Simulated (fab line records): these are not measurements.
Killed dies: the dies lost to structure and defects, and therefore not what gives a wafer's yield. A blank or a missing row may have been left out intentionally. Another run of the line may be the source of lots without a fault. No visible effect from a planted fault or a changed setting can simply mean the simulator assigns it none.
Which tool was responsible?    flow sky130    15 lots with 45 wafers sampled at 4 steps, on a route of 708 steps

WHAT THE GAUGES SHOWED, per wafer
Not one reading of a measure or inspect step in the record can be checked against a usual standard deviation.

WHAT TOOL EACH LOT RAN ON (gives the tool, then ch and the chambers of the sampled wafers, and finally the start)
lot   SKY_VIA3_CMP_24                SKY_METAL4_SPUTTER_04         SKY_METAL4_PEB_11                  SKY_METAL4_METAL_ETCH_18
L357  cmp-02 ch 1,3, day 40 15:32    pvd_sputter-04, day 40 15:53  litho_track-04 ch 0, day 42 16:00  rie_metal-04 ch 0,1, day 42 16:41
L356  cmp-01 ch 0,1, day 40 18:08    pvd_sputter-01, day 40 18:32  litho_track-03 ch 0, day 42 17:00  rie_metal-04 ch 0,1, day 42 18:38
L360  cmp-02 ch 0,2,3, day 41 05:13  pvd_sputter-04, day 41 05:31  litho_track-04 ch 0, day 43 05:00  rie_metal-02 ch 0,1, day 43 06:08
L361  cmp-02 ch 0,1, day 41 22:13    pvd_sputter-04, day 41 22:35  litho_track-03 ch 0, day 43 21:00  rie_metal-01 ch 0,1, day 43 22:19
L362  cmp-01 ch 0,1,3, day 42 03:48  pvd_sputter-04, day 42 04:12  litho_track-01 ch 0, day 44 02:00  rie_metal-01 ch 0,1, day 44 02:48
L363  cmp-02 ch 1,2, day 42 06:21    pvd_sputter-01, day 42 06:45  litho_track-03 ch 0, day 44 04:00  rie_metal-02 ch 0,1, day 44 05:16
L364  cmp-02 ch 1,2, day 42 08:13    pvd_sputter-02, day 42 08:34  litho_track-01 ch 0, day 44 06:00  rie_metal-01 ch 0,1, day 44 07:23
L367  cmp-02 ch 1,2,3, day 43 07:46  pvd_sputter-01, day 43 08:07  litho_track-04 ch 0, day 45 05:00  rie_metal-01 ch 0,1, day 45 06:32
L368  cmp-01 ch 2,3, day 43 15:38    pvd_sputter-04, day 43 16:02  litho_track-01 ch 0, day 45 11:00  rie_metal-02 ch 0,1, day 45 12:33
L369  cmp-02 ch 0,2,3, day 43 16:50  pvd_sputter-01, day 43 17:14  litho_track-04 ch 0, day 45 13:00  rie_metal-04 ch 0,1, day 45 13:48
L370  cmp-01 ch 2,3, day 44 01:21    pvd_sputter-01, day 44 01:45  litho_track-01 ch 0, day 45 22:00  rie_metal-01 ch 0,1, day 45 22:45
L375  cmp-02 ch 0,1,3, day 45 05:14  pvd_sputter-04, day 45 05:41  litho_track-01, day 47 01:00       rie_metal-02 ch 0,1, day 47 01:45
L376  cmp-01 ch 0,1,2, day 45 13:36  pvd_sputter-02, day 45 13:54  litho_track-03, day 47 07:00       rie_metal-04 ch 0,1, day 47 07:44
L377  cmp-01 ch 0,2,3, day 45 15:57  pvd_sputter-04, day 45 16:12  litho_track-03, day 47 09:00       rie_metal-04 ch 0,1, day 47 10:23
L378  cmp-02 ch 0,3, day 46 00:47    pvd_sputter-04, day 46 01:08  litho_track-03 ch 0, day 47 18:00  rie_metal-01 ch 0,1, day 47 19:05
- SKY_VIA3_CMP_24: polishes, stops on SiO2, t overpolish 20 s, target thk 0 nm.
- SKY_METAL4_SPUTTER_04: material TiN, target thk 70 nm, time 58.3 s.
- SKY_METAL4_PEB_11
- SKY_METAL4_METAL_ETCH_18: etches the open film in Cl2/BCl3, stops on SiO2, target depth 845 nm, time 183.1 s.

AS READ BY THE TOOLS THEMSELVES (means over the sampled wafers that have a number; for cases with no such wafer, the mark the record gives instead)
SKY_VIA3_CMP_24. Usual: motor_current_A 10.7 A, standard deviation 0.86; overpolish_run_s 20.001 s, standard deviation 0.0095; platen_rpm 60.00 rpm, standard deviation 0.036; time_to_endpoint_s 97 s, standard deviation 3.5.
lot   tool    motor_current_A (A)  overpolish_run_s (s)  platen_rpm (rpm)  time_to_endpoint_s (s)  flag
L357  cmp-02  9.9                  20.007                60.04             95                      
L356  cmp-01  10.3                 19.995                60.02             99                      
L360  cmp-02  11.4                 19.992                60.02             97                      
L361  cmp-02  10.2                 20.006                59.99             99                      
L362  cmp-01  10.2                 20.008                59.98             99                      
L363  cmp-02  10.1                 20.008                59.98             97                      
L364  cmp-02  10.7                 19.998                59.99             96                      
L367  cmp-02  10.3                 19.987                59.98             102                     
L368  cmp-01  10.7                 20.008                60.00             93                      
L369  cmp-02  11.1                 20.010                60.02             93                      
L370  cmp-01  11.1                 20.003                59.99             92                      
L375  cmp-02  10.3                 20.003                60.01             98                      
L376  cmp-01  10.9                 20.006                60.01             96                      
L377  cmp-01  11.1                 19.997                60.02             95                      
L378  cmp-02  10.9                 20.005                59.96             96                      

SKY_METAL4_SPUTTER_04. Usual: 30.3 % for throttle_valve_pct, sd 1.3.
lot   tool            throttle_valve_pct (%)  flag
L357  pvd_sputter-04  29.7                    
L356  pvd_sputter-01  31.4                    
L360  pvd_sputter-04  30.2                    
L361  pvd_sputter-04  30.5                    
L362  pvd_sputter-04  30.5                    
L363  pvd_sputter-01  30.6                    
L364  pvd_sputter-02  31.3                    
L367  pvd_sputter-01  31.5                    
L368  pvd_sputter-04  29.3                    
L369  pvd_sputter-01  29.0                    
L370  pvd_sputter-01  30.6                    
L375  pvd_sputter-04  29.7                    
L376  pvd_sputter-02  29.5                    
L377  pvd_sputter-04  30.5                    
L378  pvd_sputter-04  30.4                    

SKY_METAL4_PEB_11. Usual: 44.9 Pa for exhaust_pa, sd 1.
lot   tool            exhaust_pa (Pa)  flag
L357  litho_track-04  45.8             
L356  litho_track-03  45.2             
L360  litho_track-04  45.8             
L361  litho_track-03  46.2             
L362  litho_track-01  45.1             
L363  litho_track-03  44.6             
L364  litho_track-01  45.7             
L367  litho_track-04  45.4             
L368  litho_track-01  44.6             
L369  litho_track-04  44.2             
L370  litho_track-01  46.0             
L375  litho_track-01  -                OFF
L376  litho_track-03  -                OFF
L377  litho_track-03  -                OFF
L378  litho_track-03  45.9             

SKY_METAL4_METAL_ETCH_18. Usual: drypump_motor_current_A 5.46 A, standard deviation 0.27; he_backside_leak_sccm 3.4 sccm, standard deviation 0.42; oes_product_au 0.866 a.u., standard deviation 0.0064; throttle_valve_pct 22.264 %, standard deviation 0.0084.
lot   tool          drypump_motor_current_A (A)  he_backside_leak_sccm (sccm)  oes_product_au (a.u.)  throttle_valve_pct (%)  flag
L357  rie_metal-04  5.75                         3.6                           0.862                  22.262                  
L356  rie_metal-04  5.74                         3.5                           0.875                  22.264                  
L360  rie_metal-02  5.52                         3.6                           0.873                  22.265                  
L361  rie_metal-01  5.30                         3.1                           0.866                  22.267                  
L362  rie_metal-01  5.31                         3.2                           0.865                  22.264                  
L363  rie_metal-02  5.46                         3.4                           0.865                  22.269                  
L364  rie_metal-01  5.37                         3.2                           0.864                  22.263                  
L367  rie_metal-01  5.37                         3.2                           0.867                  22.269                  
L368  rie_metal-02  5.43                         3.5                           0.870                  22.268                  
L369  rie_metal-04  5.74                         3.5                           0.869                  22.261                  
L370  rie_metal-01  5.30                         3.1                           0.863                  22.267                  
L375  rie_metal-02  5.43                         3.5                           0.861                  22.270                  
L376  rie_metal-04  5.75                         3.4                           0.872                  22.253                  
L377  rie_metal-04  5.47                         3.1                           0.860                  22.263                  
L378  rie_metal-01  5.31                         3.2                           0.862                  22.266                  

THE ANSWER, worked out from the rows above alone
Rule: lot off if the mean of its wafers having a number is beyond 3 standard deviations from the usual mean. Also off: a lot with no number at a reading for which 4 or more lots have one. All remaining lots with rows at the step are treated as sound. First the gauges in route order, then the tools' own readings, where a lot's mean is used as printed above. The first step at which some lot is off is used, and at that step the reading that is off furthest; a lot without a number counts as furthest.
Off, at SKY_METAL4_PEB_11 on exhaust_pa: L375, L376, L377. Without a number there: L375, L376, L377.
A tool fits if, at that step or a process step before it, it ran every lot that is off, and no sound lot after the first of them. Of those tried, none fits.

WHAT HAD BEEN PUT IN BY THE SIMULATOR
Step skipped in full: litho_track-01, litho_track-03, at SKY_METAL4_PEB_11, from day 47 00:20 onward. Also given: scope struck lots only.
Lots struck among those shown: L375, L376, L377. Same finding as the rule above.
